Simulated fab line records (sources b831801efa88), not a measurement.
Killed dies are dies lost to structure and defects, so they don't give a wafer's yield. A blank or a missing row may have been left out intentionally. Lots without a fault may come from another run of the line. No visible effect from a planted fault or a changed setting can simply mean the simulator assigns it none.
A lot that was struck, set against a sound lot + flow sky130 + 17 out of 708 route steps
Sound: wafers L328.1, L328.3, L328.5. Wafers L338.2, L338.3, L338.6 were the ones struck. The cause is named last.
Order at every step that has rows: each side's tool, ch and its chambers, its first start. Under that, the readings that differ: sound wafers + struck wafers + difference of the means + sigmas: that difference in standard deviations of wafers without a fault.
alike: words and numbers the same on both sides, and readings whose means are apart by under 2 such deviations; not compared: readings that were withheld, readings missing a value for some wafer, numbers with overlapping values and no deviation given by the record, and bounds like >300 which may hide the same value.
The two part at a step that has a row with sigmas, a row that says differs or no value, or rows on one side only. Non-overlapping numbers with no deviation appear without sigmas and do not part them. A reading missing from all wafers of one side parts the sides only when that side holds two or more wafers.

first, 1 step without rows for these wafers: SKY_VT_ADJUST_LVTN_IMPLANT_19.
SKY_VT_ADJUST_LVTN_STRIP_20: strips in O2/N2.
  sound on plasmaAsher-03 ch 0,1, day 11 03:29; struck on plasmaAsher-03 ch 0,1, day 13 23:10
  alike: drypumpMotorCurrentA, oesProductAu, stripTimeToEndpointS
  not compared: rfHoursCounterH
SKY_VT_ADJUST_LVTN_TW_MEAS_21:
  sound on filmMetro-04, day 11 03:35; struck on filmMetro-04, day 13 23:17
  alike: VT_ADJUST_LVTN_2_TW
then, 3 steps without rows for these wafers: SKY_VT_ADJUST_NCORE_DEHYDRATE_00 (time 60 s); SKY_VT_ADJUST_NCORE_HMDS_01 (prime time 60 s); SKY_VT_ADJUST_NCORE_COAT_02 (resist thk 1140 nm).
SKY_VT_ADJUST_NCORE_SOFTBAKE_03: time 61.41 s.
  sound on lithoTrack-02 ch 0, day 11 15:41; struck on lithoTrack-01 ch 0, day 14 12:40
  alike: exhaustPa, plateSensorTCentreC, plateSensorTEdgeC
then, 3 steps without rows for these wafers: SKY_VT_ADJUST_NCORE_EXPOSE_04 (exposes mask LVTN COMPLEMENT THIN, target cd 380 nm); SKY_VT_ADJUST_NCORE_PEB_05; SKY_VT_ADJUST_NCORE_DEVELOP_06 (develop time 60 s).
SKY_VT_ADJUST_NCORE_CD_MEAS_07: the cd target is 380 nm.
  sound on cdSem-02, day 12 04:25; struck on cdSem-01, day 15 01:15
  alike: cdNm
SKY_VT_ADJUST_NCORE_OVL_MEAS_08:
  sound on overlay-02, day 12 04:32; struck on overlay-01, day 15 01:22
  alike: VT_ADJUST_NCORE_OVL
SKY_VT_ADJUST_NCORE_IMPLANT_09:
  sound on implanter-04 ch 0, day 12 04:35; struck on implanter-04 ch 0, day 15 01:25
| reading          | sound                           | struck                           | difference  | sigmas |
|------------------|---------------------------------|----------------------------------|-------------|--------|
| doseIonsCm2      | 2.397e+12 2.4015e+12 2.4012e+12 | 2.1622e+12 2.1648e+12 2.1629e+12 | -2.3660e+11 | -82    |
| faradayCurrentUA | 13.52 13.70 13.37               | 12.36 12.07 11.91                | -1.42       | -5     |
  alike: beamEnergyKeV
SKY_VT_ADJUST_NCORE_STRIP_10: strips in O2/N2.
  sound on plasmaAsher-01 ch 0, day 12 04:44; struck on plasmaAsher-02 ch 0,1, day 15 01:32
  alike: drypumpMotorCurrentA, oesProductAu, stripTimeToEndpointS
  not compared: rfHoursCounterH
SKY_VT_ADJUST_NCORE_TW_MEAS_11:
  sound on filmMetro-03, day 12 04:50; struck on filmMetro-01, day 15 01:39
| reading            | sound             | struck            | difference | sigmas |
|--------------------|-------------------|-------------------|------------|--------|
| VT_ADJUST_NCORE_TW | 217.8 219.8 219.2 | 215.3 214.2 215.5 | -3.9       | -3     |
then, 1 step without rows for these wafers: SKY_VT_ADJUST_HVTR_DEHYDRATE_00 (time 60 s).
-- here the record skips 36 days between the struck wafers' starts before and after, leaving off in module VT_ADJUST_HVTR and picking up in module PAD_OPEN (first step shown: number 708 of the route) --
SKY_PAD_OPEN_PROBE_99:
  sound on prober-02, day 48 16:03; struck on prober-02, day 50 15:57
| reading                               | sound                        | struck                        | difference | sigmas |
|---------------------------------------|------------------------------|-------------------------------|------------|--------|
| killedDies                            | 72 89 65                     | 104 89 86                     | +18        | +2     |
| model.etest.nfet_16v.rOnOhmUm         | 1.422e+04 1.426e+04 1.41e+04 | 1.372e+04 1.364e+04 1.375e+04 | -4.900e+02 |        |
| model.etest.pfetG5v0d10v5.rOnOhmUm    | 4882 4807 4710               | 4893 4986 4919                | +133       |        |
| model.etest.resPwellUnderGate.rsOhmSq | 2281 2266 2265               | 2317 2327 2332                | +55        |        |
| model.etest.nfetG5v0d10v5.rOnOhmUm    | 1928 1911 1901               | 1882 1884 1887                | -29        |        |
| model.etest.pfetG5v0d10v5.driveUaUm   | 341.6 340.4 346              | 327.1 322.3 324.5             | -18.0      |        |
| model.etest.pfet_16v.driveUaUm        | 246.5 246.1 252.9            | 226.3 231.5 227.3             | -20.1      |        |
| model.etest.pfetG5v0d10v5.offLog10AUm | -12.53 -12.24 -12.35         | -13.57 -13.56 -13.54          | -1.18      |        |
  alike: killed_at_M0_to_M3, killed_at_M4_up, killedAtContacts, killedAtFrontEnd, killedAtOther, killedOpen, killedShort
  not compared: model.etest.nfet_16v.driveUaUm

== WHERE THEY PART ==
First at SKY_VT_ADJUST_NCORE_IMPLANT_09; last, within this record, at SKY_PAD_OPEN_PROBE_99.

WHY: the cause the simulator had injected
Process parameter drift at SKY_VT_ADJUST_NCORE_IMPLANT_09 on implanter-04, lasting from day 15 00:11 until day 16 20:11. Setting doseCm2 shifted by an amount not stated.
